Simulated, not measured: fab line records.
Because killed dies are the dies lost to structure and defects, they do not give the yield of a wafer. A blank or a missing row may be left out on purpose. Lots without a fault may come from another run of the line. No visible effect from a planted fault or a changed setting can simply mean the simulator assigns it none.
Matching of chambers :: flow gf180mcu :: GF_PASSIVATION_ETCH_11 on rieDiel-04 has 4 sister chambers
The step etches the open film in CF4/O2, stops on TiN, target depth 2040 nm, time 453.3 s. 14 wafers are shown with their chamber, then 7 later ones without.

== WAFERS, EACH WITH ITS CHAMBER ==
wafer: L074.2
chamber: 3
throttleValvePct (%): 5.959
biasW (W): 155.9
oesProductAu (a.u.): 0.998

wafer: L074.5
chamber: 2
throttleValvePct (%): 5.963
biasW (W): 155.6
oesProductAu (a.u.): 1.001

wafer: L074.6
chamber: 3
throttleValvePct (%): 5.969
biasW (W): 156.0
oesProductAu (a.u.): 0.990

wafer: L077.1
chamber: 1
throttleValvePct (%): 5.968
biasW (W): 156.1
oesProductAu (a.u.): 0.991

wafer: L077.5
chamber: 0
throttleValvePct (%): 5.969
biasW (W): 156.5
oesProductAu (a.u.): 0.989

wafer: L077.6
chamber: 1
throttleValvePct (%): 5.980
biasW (W): 155.3
oesProductAu (a.u.): 0.994

wafer: L079.3
chamber: 0
throttleValvePct (%): 5.977
biasW (W): 155.8
oesProductAu (a.u.): 0.995

wafer: L079.5
chamber: 1
throttleValvePct (%): 5.975
biasW (W): 155.7
oesProductAu (a.u.): 0.996

wafer: L079.6
chamber: 2
throttleValvePct (%): 5.959
biasW (W): 156.1
oesProductAu (a.u.): 0.994

wafer: L082.1
chamber: 2
throttleValvePct (%): 5.976
biasW (W): 155.9
oesProductAu (a.u.): 0.994

wafer: L082.2
chamber: 3
throttleValvePct (%): 5.970
biasW (W): 155.4
oesProductAu (a.u.): 0.988

wafer: L082.6
chamber: 2
throttleValvePct (%): 5.973
biasW (W): 155.2
oesProductAu (a.u.): 0.988

wafer: L083.4
chamber: 1
throttleValvePct (%): 5.980
biasW (W): 156.1
oesProductAu (a.u.): 0.987

wafer: L083.5
chamber: 1
throttleValvePct (%): 5.973
biasW (W): 156.3
oesProductAu (a.u.): 0.991

SIGNATURES (averages over the wafers above)
reading: throttleValvePct
chamber 0: 5.97300
chamber 1: 5.97520
chamber 2: 5.96775
chamber 3: 5.96600
scatter within a chamber: 0.00635

reading: biasW
chamber 0: 156.150
chamber 1: 155.900
chamber 2: 155.700
chamber 3: 155.767
scatter within a chamber: 0.394

reading: oesProductAu
chamber 0: 0.99200
chamber 1: 0.99180
chamber 2: 0.99425
chamber 3: 0.99200
scatter within a chamber: 0.00453
Rule: distance of a wafer from a chamber = root of the sum over the readings of ((wafer's reading minus chamber's mean) / reading's scatter) squared. The wafer belongs to the nearest chamber; if the next one is less than 2 further off, it can't be placed. The scatter: take each reading less its chamber's mean, square it, sum over the shown wafers, divide by the number of wafers less the number of chambers, and take the root.

== WAFERS WHOSE CHAMBER IS MISSING ==
wafer: L083.6
throttleValvePct (%): 5.963
biasW (W): 155.4
oesProductAu (a.u.): 0.987

wafer: L088.1
throttleValvePct (%): 5.984
biasW (W): 155.8
oesProductAu (a.u.): 0.991

wafer: L088.3
throttleValvePct (%): 5.979
biasW (W): 156.0
oesProductAu (a.u.): 0.985

wafer: L088.5
throttleValvePct (%): 5.979
biasW (W): 155.7
oesProductAu (a.u.): 0.989

wafer: L091.3
throttleValvePct (%): 5.974
biasW (W): 155.9
oesProductAu (a.u.): 0.989

wafer: L091.4
throttleValvePct (%): 5.969
biasW (W): 156.1
oesProductAu (a.u.): 0.991

wafer: L091.5
throttleValvePct (%): 5.965
biasW (W): 155.6
oesProductAu (a.u.): 0.990

== WHICH CHAMBER EACH WENT THROUGH ==
wafer: L083.6
from the rows above: can't be placed: 3 or 2 or 1 or 0
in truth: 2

wafer: L088.1
from the rows above: can't be placed: 1 or 0 or 2 or 3
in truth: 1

wafer: L088.3
from the rows above: can't be placed: 1 or 0 or 3 or 2
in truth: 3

wafer: L088.5
from the rows above: can't be placed: 1 or 0 or 2 or 3
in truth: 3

wafer: L091.3
from the rows above: can't be placed: 1 or 0 or 3 or 2
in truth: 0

wafer: L091.4
from the rows above: can't be placed: 0 or 3 or 1 or 2
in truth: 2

wafer: L091.5
from the rows above: can't be placed: 3 or 2 or 1 or 0
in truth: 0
Correctly placed: 0 of 7. Not placeable from these rows: 7 (in 7, the candidates include the true chamber). 0 placed wrongly.
